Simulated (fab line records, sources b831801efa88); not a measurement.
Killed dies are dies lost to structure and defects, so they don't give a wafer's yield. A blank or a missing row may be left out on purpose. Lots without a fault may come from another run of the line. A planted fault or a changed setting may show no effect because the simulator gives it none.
Which tool did it? | flow sky130 | 11 lots, 33 wafers sampled, at 1 step of a route of 708

WHAT THE GAUGES READ, wafer by wafer
SKY_VIA3_CD_MEAS_12: target cd 200 nm. Usual: cd_nm 200.3 nm, standard deviation 1.3.
lot  | measured     | on        | cd_nm (nm)        | flag
L837 | day 39 22:33 | cd_sem-02 | 199.1 198.4 199.7 |
L838 | day 40 07:17 | cd_sem-02 | 199.3 199.6 200.4 |
L839 | day 40 17:32 | cd_sem-02 | 201.3 202.1 202.4 |
L840 | day 41 06:23 | cd_sem-02 | 200.4 201.1 200.5 |
L842 | day 41 15:52 | cd_sem-01 | 200.4 200.9 201.1 |
L844 | day 42 05:52 | cd_sem-02 | 198.6 199.7 200.0 |
L848 | day 43 15:07 | cd_sem-02 | 202.0 199.5 198.9 |
L853 | day 44 12:36 | cd_sem-01 | 199.9 200.6 199.9 |
L855 | day 45 05:45 | cd_sem-02 | 200.6 199.9 201.1 |
L856 | day 45 14:20 | cd_sem-02 | 199.1 198.3 198.0 |
L859 | day 45 23:48 | cd_sem-01 | 197.7 199.7 198.2 |

WHICH TOOL RAN EACH LOT (tool, then ch and the chambers of the sampled wafers, then the start)
The record holds no process step before these readings.

WHAT THE TOOLS THEMSELVES READ (means of the sampled wafers that have a number; where no wafer has one, the mark that the record gives instead)
The record holds no such reading with a usual standard deviation.

THE ANSWER, worked out from the rows above alone
Rule: a lot is off if the mean of its wafers that have a number lies more than 3 standard deviations from the usual mean. A lot without any number at a reading at which 4 lots or more have one is off too. The other lots that the step has rows for count as sound. The gauges are gone through in route order, then the tools' own readings, and for those a lot's mean is taken as printed above. The first step at which some lot is off is used, and at that step the reading that is off furthest; a lot without a number counts as furthest.
No lot is off at any reading shown: from this, nothing can be told.

WHAT THE SIMULATOR HAD PUT IN
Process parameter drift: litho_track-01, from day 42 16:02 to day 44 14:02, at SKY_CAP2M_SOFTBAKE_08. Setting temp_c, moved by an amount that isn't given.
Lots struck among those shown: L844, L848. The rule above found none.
